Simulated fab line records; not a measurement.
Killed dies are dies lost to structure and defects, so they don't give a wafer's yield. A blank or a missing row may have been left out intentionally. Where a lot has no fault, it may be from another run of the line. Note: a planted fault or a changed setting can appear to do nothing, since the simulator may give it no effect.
2 desks looking at one fault	flow gf180mcu	each desk has only its own numbers; what lay behind them comes last

## METROLOGY DESK
What the gauges read, lot by lot, whatever tool the lot ran on: means of the sampled wafers that have a number. If a lot's mean is further than 4 standard deviations from the usual mean, the lot is out of limits and carries the mark OUT (the distance appears in the brackets).
Columns: A = V1_BOW at GF_V1_BOW_MEAS_05, usual 81 um; B = M2_ALCU_THK at GF_M2_THK_MEAS_06, usual 444 nm
lot	first seen here	A	B
L436	day 18 23:44	93	448
L437	day 19 00:55	80	443
L438	day 19 07:40	82	447
L439	day 20 04:18	78	451
L441	day 20 10:42	82	440
L442	day 20 19:53	73	438
L447	day 22 20:43	85	403 (-7.5) OUT
L448	day 23 04:59	79	402 (-7.7) OUT
L451	day 24 05:10	72	443
L452	day 24 15:56	80	444
L454	day 25 02:46	73	445
L455	day 25 11:15	78	444
This desk reports L447, L448 out of limits; the earliest was L447 at day 23 22:14 (M2_ALCU_THK at GF_M2_THK_MEAS_06). In limits: L436, L437, L438, L439, L441, L442, L451, L452, L454, L455.

## THE TOOL OWNER'S DESK: pvdSputter-04
At GF_M2_SPUTTER_04 (material TiN, target thk 50 nm, time 41.7 s) the tool's own readings: per lot run on this tool, the mean of the sampled wafers that have a number. If a lot's mean is further than 4 standard deviations from the usual mean, the lot is out of limits and carries the mark OUT (the distance appears in the brackets).
Columns: A = throttleValvePct at GF_M2_SPUTTER_04, usual 30.0 %
lot	first seen here	A
L437	day 20 03:21	30.0
L438	day 20 09:58	29.6
L447	day 23 22:04	30.1
L448	day 24 05:47	30.1
This desk found nothing out of limits on any of the 4 lots.

## TAKEN TOGETHER
Metrology desk: alarm possible at day 23 22:14 on L447, L448.
Nothing out of limits was seen by the tool owner's desk.
The tool owner's desk has L447, L448 on record, within its limits.
The lots listed all ran GF_M2_SPUTTER_04 on pvdSputter-04.

## WHAT HAD BEEN PUT IN BY THE SIMULATOR
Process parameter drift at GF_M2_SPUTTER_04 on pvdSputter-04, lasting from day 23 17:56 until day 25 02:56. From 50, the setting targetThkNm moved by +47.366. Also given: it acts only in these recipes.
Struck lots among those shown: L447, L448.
Time in hours between the start of the fault and the first out-of-limits reading at each desk: metrology desk, 4.
